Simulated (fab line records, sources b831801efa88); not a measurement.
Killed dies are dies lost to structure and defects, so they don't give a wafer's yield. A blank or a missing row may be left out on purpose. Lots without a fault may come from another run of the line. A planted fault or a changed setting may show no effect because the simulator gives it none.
Which tool did it? | flow sky130 | 12 lots, 36 wafers sampled, at 3 steps of a route of 708

WHAT THE GAUGES READ, wafer by wafer
SKY_METAL2_RS_MEAS_05: measures by four-point-probe. Usual: METAL2_ALCU_RS 0.1268 ohm/sq, standard deviation 0.0012.
lot  | measured     | on            | METAL2_ALCU_RS (ohm/sq) | flag
L249 | day 34 11:26 | film_metro-02 | 0.1276 0.1280 0.1295    |
L255 | day 36 22:28 | film_metro-04 | 0.1261 0.1260 0.1260    |
L254 | day 37 01:01 | film_metro-03 | 0.1265 0.1262 0.1269    |
L258 | day 38 05:36 | film_metro-04 | 0.1266 0.1269 0.1260    |
L257 | day 38 07:29 | film_metro-03 | 0.1269 0.1270 0.1267    |
L256 | day 38 10:20 | film_metro-03 | 0.1301 0.1280 0.1286    |
L260 | day 38 23:05 | film_metro-02 | 0.1263 0.1258 0.1273    |
L259 | day 39 06:03 | film_metro-04 | 0.1262 0.1261 0.1253    |
L264 | day 39 19:03 | film_metro-03 | 0.1253 0.1255 0.1245    |
L266 | day 40 02:55 | film_metro-02 | 0.1265 0.1269 0.1274    |
L270 | day 40 19:56 | film_metro-02 | 0.1274 0.1267 0.1272    |
L269 | day 40 23:55 | film_metro-03 | 0.1242 0.1241 0.1247    |

SKY_METAL2_OVL_MEAS_16. Usual: METAL2_OVL 2 nm, standard deviation 5.7.
lot  | measured     | on         | METAL2_OVL (nm) | flag
L249 | day 35 13:56 | overlay-01 | 6 13 8          |
L255 | day 38 01:19 | overlay-01 | -7 -4 -4        |
L254 | day 38 03:45 | overlay-01 | 2 6 7           |
L258 | day 39 07:22 | overlay-01 | 2 8 8           |
L257 | day 39 09:12 | overlay-01 | -4 -2 2         |
L256 | day 39 11:45 | overlay-01 | 5 3 4           |
L260 | day 40 00:04 | overlay-01 | -2 -3 -1        |
L259 | day 40 06:42 | overlay-01 | 0 0 0           |
L264 | day 40 20:23 | overlay-01 | 4 6 5           |
L266 | day 41 02:22 | overlay-02 | 11 1 7          |
L270 | day 41 19:47 | overlay-01 | 1 -4 4          |
L269 | day 41 23:57 | overlay-01 | 0 -1 7          |

WHICH TOOL RAN EACH LOT (tool, then ch and the chambers of the sampled wafers, then the start)
lot  | SKY_METAL2_SPUTTER_02
L249 | pvd_sputter-02, day 34 11:20
L255 | pvd_sputter-01, day 36 22:22
L254 | pvd_sputter-01, day 37 00:53
L258 | pvd_sputter-01, day 38 05:29
L257 | pvd_sputter-04, day 38 07:23
L256 | pvd_sputter-02, day 38 10:14
L260 | pvd_sputter-02, day 38 22:59
L259 | pvd_sputter-01, day 39 05:55
L264 | pvd_sputter-01, day 39 18:55
L266 | pvd_sputter-01, day 40 02:48
L270 | pvd_sputter-01, day 40 19:47
L269 | pvd_sputter-04, day 40 23:48
- SKY_METAL2_SPUTTER_02: material AlCu, target thk 250 nm, time 13.3 s.

WHAT THE TOOLS THEMSELVES READ (means of the sampled wafers that have a number; where no wafer has one, the mark that the record gives instead)
SKY_METAL2_SPUTTER_02. Usual: throttle_valve_pct 30.1 %, standard deviation 0.8.
lot  | tool           | throttle_valve_pct (%) | flag
L249 | pvd_sputter-02 | 30.1                   |
L255 | pvd_sputter-01 | 29.4                   |
L254 | pvd_sputter-01 | 29.2                   |
L258 | pvd_sputter-01 | 29.6                   |
L257 | pvd_sputter-04 | 31.0                   |
L256 | pvd_sputter-02 | 29.6                   |
L260 | pvd_sputter-02 | 30.2                   |
L259 | pvd_sputter-01 | 29.2                   |
L264 | pvd_sputter-01 | 29.1                   |
L266 | pvd_sputter-01 | 29.3                   |
L270 | pvd_sputter-01 | 30.1                   |
L269 | pvd_sputter-04 | 30.8                   |

THE ANSWER, worked out from the rows above alone
Rule: a lot is off if the mean of its wafers that have a number lies more than 3 standard deviations from the usual mean. A lot without any number at a reading at which 4 lots or more have one is off too. The other lots that the step has rows for count as sound. The gauges are gone through in route order, then the tools' own readings, and for those a lot's mean is taken as printed above. The first step at which some lot is off is used, and at that step the reading that is off furthest; a lot without a number counts as furthest.
No lot is off at any reading shown: from this, nothing can be told.

WHAT THE SIMULATOR HAD PUT IN
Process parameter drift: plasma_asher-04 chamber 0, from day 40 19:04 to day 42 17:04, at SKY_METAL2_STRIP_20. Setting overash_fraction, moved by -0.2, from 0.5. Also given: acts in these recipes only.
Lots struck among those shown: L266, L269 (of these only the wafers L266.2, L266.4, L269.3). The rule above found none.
